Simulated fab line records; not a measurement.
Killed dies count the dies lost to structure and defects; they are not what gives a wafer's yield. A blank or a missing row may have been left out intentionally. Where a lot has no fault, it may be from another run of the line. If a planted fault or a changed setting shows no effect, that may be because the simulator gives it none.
Problem report, 8D (eight disciplines) form, completed by code | flow gf180mcu | the parts of the form that need people (team, actions taken, sign-off) are left out

1. THE PROBLEM
Wafers without a fault read 85.69 W, standard deviation 0.085; heaterPowerTotalW at GF_POLY_GATE_PEB_08 reads a mean of 90.15 W on 5 wafers belonging to 3 lots. That is +53 standard deviations from the usual mean.
The step: peb time 90 s.
The first sign was on wafer L250.2 at day 12 02:27, on lithoTrack-03. At this step, 18 wafers from 7 lots have a number in the record. By rule, "out" or "out of limits" means more than 4 standard deviations away from the usual mean. The other wafers with a number count as sound.

2. WHAT IT IS; WHAT IT IS NOT
question                    | is                                     | is not
which readings at this step | heaterPowerTotalW                      | -
which lots                  | L250, L251, L252                       | L242, L256, L261, L263
which wafers of those lots  | L250.2, L250.4, L251.4, L252.2, L252.4 | L251.6
read on which tools         | lithoTrack-03                          | lithoTrack-01, lithoTrack-04
when                        | from day 12 02:27                      | up to then (3 sound wafers); but 10 sound wafers of L251, L256, L261, L263 came after

3. WHAT RULES OUT EACH SUSPECT
Counting: a tool at a process step up to the reading stays a suspect if it ran every lot that is out. Sound lots after the first of them don't rule it out here, since some wafers of a struck lot are sound.
- lithoTrack-03 at GF_POLY_GATE_PEB_08 (peb time 90 s): kept. It processed each lot that is out (first: L250, day 12 02:27); up to then, its last sound lot is L242 (day 9 16:18). Out on those wafers are its own readings of heaterPowerTotalW.
The count leaves lithoTrack-03 at GF_POLY_GATE_PEB_08.

4. THE CAUSE (what the simulator had put in)
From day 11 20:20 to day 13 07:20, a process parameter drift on lithoTrack-03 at GF_POLY_GATE_PEB_08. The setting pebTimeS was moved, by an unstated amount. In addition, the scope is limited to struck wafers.
After counting, this tool was the only one left.

5. THE CHAIN OF EFFECTS, in route order
Rows list readings where the struck wafers' mean (over those with a number) sits beyond 3 standard deviations from the usual. Scope: only readings with a usual standard deviation given in the record; hours: median across lots of the time from each lot's start at the first step in this table that gives one to its start at this step; sigmas: change in usual standard deviations.
hours | step                    | reading           | usual    | on struck wafers | change | sigmas
0     | GF_POLY_GATE_PEB_08     | heaterPowerTotalW | 85.69 W  | 90.15            | +4.46  | +53
0     | GF_POLY_GATE_CD_MEAS_10 | cdNm              | 280.1 nm | 284.0            | +3.9   | +3.2
The process steps in it:
- GF_POLY_GATE_PEB_08: peb time 90 s.
At these later measuring or inspecting steps, every struck wafer for which the step has a row has a number for every such reading, and none has moved that far: GF_POLY_GATE_OVL_MEAS_11.

6. HOW IT WOULD HAVE BEEN CAUGHT EARLIER
The fault began at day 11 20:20; the first out-of-limits reading in this record came at day 12 02:27, 6 hours later.
